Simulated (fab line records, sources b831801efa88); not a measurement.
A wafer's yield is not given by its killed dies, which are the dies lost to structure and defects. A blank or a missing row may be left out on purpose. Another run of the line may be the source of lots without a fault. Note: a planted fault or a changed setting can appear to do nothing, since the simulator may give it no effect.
Matching of chambers	flow sfq line	cmp-01 running SFQ_TRILAYER_I4_CMP_CMP_100: 4 sister chambers
The step polishes SiO2. 4 wafers are shown with their chamber, then 8 later ones without.

== EACH WAFER AND ITS CHAMBER ==
wafer	chamber	motor current A (A)
L972.6	0	11.5
L973.2	2	10.3
L973.4	3	9.5
L973.3	1	10.2

== WAFERS MISSING THEIR CHAMBER ==
wafer	motor current A (A)
L978.6	9.7
L979.2	10.2
L979.4	9.6
L979.6	10.3
L980.2	10.8
L985.3	10.2
L985.2	10.3
L985.6	10.0

== WHICH CHAMBER EACH ONE RAN IN ==
wafer	from the rows above	in truth
L978.6	can't be placed: 3 or 1 or 2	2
L979.2	can't be placed: 1 or 2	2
L979.4	3	3
L979.6	can't be placed: 2 or 1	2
L980.2	can't be placed: 2 or 1 or 0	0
L985.3	can't be placed: 1 or 2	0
L985.2	can't be placed: 2 or 1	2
L985.6	can't be placed: 1 or 2 or 3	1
Correct placement for 1 of the 8. These rows do not allow placing 7 (true chamber among the candidates in 6). Wrongly placed: 0.
How it was worked out, from the rows above alone: a wafer's distance from a chamber is the root of the sum, over the readings, of the square of ((its reading less the chamber's mean) divided by the reading's scatter). If the next closest chamber is less than 2 further off than the closest, the wafer can't be placed; otherwise it belongs to the closest. A chamber's mean is the mean of its shown wafers. The scatter: with one shown wafer a chamber, the root of the mean of the squares of how far each hidden wafer lies from its nearest shown one.
